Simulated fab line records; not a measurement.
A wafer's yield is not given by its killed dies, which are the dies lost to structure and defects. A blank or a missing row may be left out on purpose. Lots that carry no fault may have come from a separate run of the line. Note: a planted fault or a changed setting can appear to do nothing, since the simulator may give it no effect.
Which tool did it? || flow gf180mcu || 12 lots, 34 wafers sampled, at 4 steps of a route of 602

== WHAT EACH GAUGE READ, for each wafer ==
GF_NWELL_OVL_MEAS_07.
{"lot": "L869", "measured": "day 3 07:11", "on": "overlay-02", "NWELL_OVL (nm)": "-0.1 0.3 0.6"}
{"lot": "L870", "measured": "day 3 12:36", "on": "overlay-02", "NWELL_OVL (nm)": "1.8 2.7 1.4"}
{"lot": "L871", "measured": "day 3 17:23", "on": "overlay-01", "NWELL_OVL (nm)": "2.0 1.0 1.2"}
{"lot": "L872", "measured": "day 3 22:41", "on": "overlay-02", "NWELL_OVL (nm)": "-0.9 -1.8 -0.3"}
{"lot": "L873", "measured": "day 4 05:26", "on": "overlay-01", "NWELL_OVL (nm)": "2.3 0.7 0.4"}
{"lot": "L874", "measured": "day 4 11:35", "on": "overlay-01", "NWELL_OVL (nm)": "1.7 -0.8 0.1"}
{"lot": "L875", "measured": "day 4 16:54", "on": "overlay-02", "NWELL_OVL (nm)": "-3.5 -2.6 -2.2"}
{"lot": "L884", "measured": "day 6 17:39", "on": "overlay-01", "NWELL_OVL (nm)": "2.8 2.2"}
{"lot": "L885", "measured": "day 6 23:14", "on": "overlay-01", "NWELL_OVL (nm)": "1.5 -0.6"}
{"lot": "L886", "measured": "day 7 05:56", "on": "overlay-01", "NWELL_OVL (nm)": "-1.4 -0.9 -1.6"}
{"lot": "L889", "measured": "day 7 19:56", "on": "overlay-01", "NWELL_OVL (nm)": "-1.6 1.1 -1.0"}
{"lot": "L890", "measured": "day 8 01:37", "on": "overlay-01", "NWELL_OVL (nm)": "-0.1 0.8 1.4"}

GF_VT_IMPLANT_OVL_MEAS_18.
{"lot": "L869", "measured": "day 6 06:20", "on": "overlay-02", "VT_IMPLANT_01_OVL (nm)": "0.3 -0.8 -1.0"}
{"lot": "L870", "measured": "day 6 13:00", "on": "overlay-02", "VT_IMPLANT_01_OVL (nm)": "-0.4 1.2 0.5"}
{"lot": "L871", "measured": "day 6 18:14", "on": "overlay-01", "VT_IMPLANT_01_OVL (nm)": "2.2 1.2 0.0"}
{"lot": "L872", "measured": "day 7 00:27", "on": "overlay-02", "VT_IMPLANT_01_OVL (nm)": "2.2 2.0 2.1"}
{"lot": "L873", "measured": "day 7 07:05", "on": "overlay-01", "VT_IMPLANT_01_OVL (nm)": "-1.7 -0.8 -0.8"}
{"lot": "L874", "measured": "day 7 13:21", "on": "overlay-02", "VT_IMPLANT_01_OVL (nm)": "-0.2 0.9 2.2"}
{"lot": "L875", "measured": "day 7 19:17", "on": "overlay-01", "VT_IMPLANT_01_OVL (nm)": "0.7 0.6 1.1"}
{"lot": "L884", "measured": "day 10 05:05", "on": "overlay-02", "VT_IMPLANT_01_OVL (nm)": "-2.5 -3.1"}
{"lot": "L885", "measured": "day 10 11:38", "on": "overlay-01", "VT_IMPLANT_01_OVL (nm)": "-1.7 -1.1"}
{"lot": "L886", "measured": "day 10 19:41", "on": "overlay-01", "VT_IMPLANT_01_OVL (nm)": "0.5 -1.8 0.2"}
{"lot": "L889", "measured": "day 11 11:49", "on": "overlay-02", "VT_IMPLANT_01_OVL (nm)": "0.2 -1.4 -0.1"}
{"lot": "L890", "measured": "day 11 18:50", "on": "overlay-02", "VT_IMPLANT_01_OVL (nm)": "-2.2 -3.0 -1.7"}

== WHAT TOOL EACH LOT RAN ON (gives the tool, then ch and the chambers of the sampled wafers, and finally the start) ==
{"lot": "L869", "GF_STI_ETCH_14": "rieSi-01 ch 0,1, day 2 01:53", "GF_STI_STRIP_15": "plasmaAsher-01 ch 0,1, day 2 01:57"}
{"lot": "L870", "GF_STI_ETCH_14": "rieSi-02 ch 0,1,2, day 2 07:23", "GF_STI_STRIP_15": "plasmaAsher-01 ch 0,1, day 2 07:27"}
{"lot": "L871", "GF_STI_ETCH_14": "rieSi-02 ch 0,1, day 2 11:05", "GF_STI_STRIP_15": "plasmaAsher-04 ch 0, day 2 11:09"}
{"lot": "L872", "GF_STI_ETCH_14": "rieSi-02 ch 0,3, day 2 16:28", "GF_STI_STRIP_15": "plasmaAsher-04 ch 0,1, day 2 16:32"}
{"lot": "L873", "GF_STI_ETCH_14": "rieSi-02 ch 1,3, day 2 22:26", "GF_STI_STRIP_15": "plasmaAsher-04 ch 0,1, day 2 22:30"}
{"lot": "L874", "GF_STI_ETCH_14": "rieSi-01 ch 2,3, day 3 04:13", "GF_STI_STRIP_15": "plasmaAsher-01 ch 0,1, day 3 04:20"}
{"lot": "L875", "GF_STI_ETCH_14": "rieSi-01 ch 0,1,3, day 3 07:55", "GF_STI_STRIP_15": "plasmaAsher-02 ch 0,1, day 3 07:59"}
{"lot": "L884", "GF_STI_ETCH_14": "rieSi-02 ch 0,3, day 5 06:40", "GF_STI_STRIP_15": "plasmaAsher-01 ch 0,1, day 5 06:44"}
{"lot": "L885", "GF_STI_ETCH_14": "rieSi-02 ch 1,2, day 5 11:40", "GF_STI_STRIP_15": "plasmaAsher-01 ch 0,1, day 5 11:45"}
{"lot": "L886", "GF_STI_ETCH_14": "rieSi-02 ch 2,3, day 5 19:22", "GF_STI_STRIP_15": "plasmaAsher-01 ch 0,1, day 5 19:28"}
{"lot": "L889", "GF_STI_ETCH_14": "rieSi-01 ch 0,1, day 6 08:49", "GF_STI_STRIP_15": "plasmaAsher-01 ch 0,1, day 6 08:54"}
{"lot": "L890", "GF_STI_ETCH_14": "rieSi-01 ch 1,2,3, day 6 12:58", "GF_STI_STRIP_15": "plasmaAsher-02 ch 0,1, day 6 13:03"}
- GF_STI_ETCH_14: etches Si in HBr/Cl2/O2, target depth 360 nm, time 102.9 s.
- GF_STI_STRIP_15: strips in O2/N2.

== WHAT THE TOOLS THEMSELVES READ (means of the sampled wafers that have a number; where no wafer has one, the mark that the record gives instead) ==
GF_STI_ETCH_14.
{"lot": "L869", "tool": "rieSi-01", "drypumpMotorCurrentA (A)": 5.4, "oesProductAu (a.u.)": 0.997, "runLengthS (s)": 131.4, "throttleValvePct (%)": 25.655}
{"lot": "L870", "tool": "rieSi-02", "drypumpMotorCurrentA (A)": 5.6, "oesProductAu (a.u.)": 0.994, "runLengthS (s)": 131.1, "throttleValvePct (%)": 25.661}
{"lot": "L871", "tool": "rieSi-02", "drypumpMotorCurrentA (A)": 5.9, "oesProductAu (a.u.)": 0.993, "runLengthS (s)": 130.7, "throttleValvePct (%)": 25.670}
{"lot": "L872", "tool": "rieSi-02", "drypumpMotorCurrentA (A)": 5.3, "oesProductAu (a.u.)": 0.993, "runLengthS (s)": 131.5, "throttleValvePct (%)": 25.667}
{"lot": "L873", "tool": "rieSi-02", "drypumpMotorCurrentA (A)": 6.4, "oesProductAu (a.u.)": 0.981, "runLengthS (s)": 131.2, "throttleValvePct (%)": 25.667}
{"lot": "L874", "tool": "rieSi-01", "drypumpMotorCurrentA (A)": 6.3, "oesProductAu (a.u.)": 1.001, "runLengthS (s)": 131.8, "throttleValvePct (%)": 25.658}
{"lot": "L875", "tool": "rieSi-01", "drypumpMotorCurrentA (A)": 6.0, "oesProductAu (a.u.)": 1.006, "runLengthS (s)": 131.6, "throttleValvePct (%)": 25.647}
{"lot": "L884", "tool": "rieSi-02", "drypumpMotorCurrentA (A)": 5.6, "oesProductAu (a.u.)": 0.992, "runLengthS (s)": 126.6, "throttleValvePct (%)": 25.664}
{"lot": "L885", "tool": "rieSi-02", "drypumpMotorCurrentA (A)": 6.0, "oesProductAu (a.u.)": 0.984, "runLengthS (s)": 125.8, "throttleValvePct (%)": 25.672}
{"lot": "L886", "tool": "rieSi-02", "drypumpMotorCurrentA (A)": 6.0, "oesProductAu (a.u.)": 0.998, "runLengthS (s)": 128.1, "throttleValvePct (%)": 25.654}
{"lot": "L889", "tool": "rieSi-01", "drypumpMotorCurrentA (A)": 5.4, "oesProductAu (a.u.)": 0.993, "runLengthS (s)": 131.6, "throttleValvePct (%)": 25.662}
{"lot": "L890", "tool": "rieSi-01", "drypumpMotorCurrentA (A)": 6.1, "oesProductAu (a.u.)": 1.003, "runLengthS (s)": 131.6, "throttleValvePct (%)": 25.645}

GF_STI_STRIP_15.
{"lot": "L869", "tool": "plasmaAsher-01", "drypumpMotorCurrentA (A)": 6.1, "heaterPowerW (W)": 355, "oesProductAu (a.u.)": 0.386, "stripTimeToEndpointS (s)": 3.76}
{"lot": "L870", "tool": "plasmaAsher-01", "drypumpMotorCurrentA (A)": 6.1, "heaterPowerW (W)": 353, "oesProductAu (a.u.)": 0.384, "stripTimeToEndpointS (s)": 3.71}
{"lot": "L871", "tool": "plasmaAsher-04", "drypumpMotorCurrentA (A)": 5.7, "heaterPowerW (W)": 335, "oesProductAu (a.u.)": 0.387, "stripTimeToEndpointS (s)": 3.71}
{"lot": "L872", "tool": "plasmaAsher-04", "drypumpMotorCurrentA (A)": 5.3, "heaterPowerW (W)": 341, "oesProductAu (a.u.)": 0.387, "stripTimeToEndpointS (s)": 3.76}
{"lot": "L873", "tool": "plasmaAsher-04", "drypumpMotorCurrentA (A)": 5.5, "heaterPowerW (W)": 336, "oesProductAu (a.u.)": 0.387, "stripTimeToEndpointS (s)": 3.72}
{"lot": "L874", "tool": "plasmaAsher-01", "drypumpMotorCurrentA (A)": 6.0, "heaterPowerW (W)": 355, "oesProductAu (a.u.)": 0.386, "stripTimeToEndpointS (s)": 3.73}
{"lot": "L875", "tool": "plasmaAsher-02", "drypumpMotorCurrentA (A)": 6.4, "heaterPowerW (W)": 351, "oesProductAu (a.u.)": 0.382, "stripTimeToEndpointS (s)": 3.71}
{"lot": "L884", "tool": "plasmaAsher-01", "drypumpMotorCurrentA (A)": 6.1, "heaterPowerW (W)": 350, "oesProductAu (a.u.)": 0.391, "stripTimeToEndpointS (s)": 3.83}
{"lot": "L885", "tool": "plasmaAsher-01", "drypumpMotorCurrentA (A)": 6.1, "heaterPowerW (W)": 353, "oesProductAu (a.u.)": 0.387, "stripTimeToEndpointS (s)": 3.82}
{"lot": "L886", "tool": "plasmaAsher-01", "drypumpMotorCurrentA (A)": 6.1, "heaterPowerW (W)": 353, "oesProductAu (a.u.)": 0.391, "stripTimeToEndpointS (s)": 3.77}
{"lot": "L889", "tool": "plasmaAsher-01", "drypumpMotorCurrentA (A)": 6.1, "heaterPowerW (W)": 360, "oesProductAu (a.u.)": 0.382, "stripTimeToEndpointS (s)": 3.69}
{"lot": "L890", "tool": "plasmaAsher-02", "drypumpMotorCurrentA (A)": 6.4, "heaterPowerW (W)": 345, "oesProductAu (a.u.)": 0.381, "stripTimeToEndpointS (s)": 3.69}

== THE ANSWER, worked out from the rows above alone ==
Rule: what is usual is taken from the lots themselves. The widest of any qualifying gaps counts: lots, ordered by their means at a reading, are off when they make up no more than a third of the lots, leave a main group of 4 or more, and stand apart from it by 3 or more times the standard deviation of that group's means. Not used: any main group whose means are identical at the precision the tables above print for the reading. A lot without any number at a reading at which 4 lots or more have one is off too. The other lots that the step has rows for count as sound. Order of review: gauges by route order, followed by the tools' own readings, for which a lot's mean as printed above is used. The first step at which some lot is off is used, and at that step the reading that is off furthest; a lot without a number counts as furthest.
Off at GF_STI_ETCH_14 (runLengthS): L884, L885, L886. The main group: mean 131.4 s, standard deviation 0.32.
If a tool, at that step or one of the process steps before it, ran each lot that is off and ran no sound lot following the first of them, it fits. One candidate fits, namely rieSi-02 at GF_STI_ETCH_14. Its last sound lot is L873 (day 2 22:26), its first lot that is off L884 (day 5 06:40): a fault that began between those two fits.
On the lots that are off, the tool's own readings at GF_STI_ETCH_14 differ by more than 5 times the standard deviation of the sound lots' means, which bears it out; runLengthS reads 126.8 s there versus 131.4 s on the sound lots.

== WHAT THE SIMULATOR HAD PUT IN ==
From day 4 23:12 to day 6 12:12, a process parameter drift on rieSi-02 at GF_STI_ETCH_14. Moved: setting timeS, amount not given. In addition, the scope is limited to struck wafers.
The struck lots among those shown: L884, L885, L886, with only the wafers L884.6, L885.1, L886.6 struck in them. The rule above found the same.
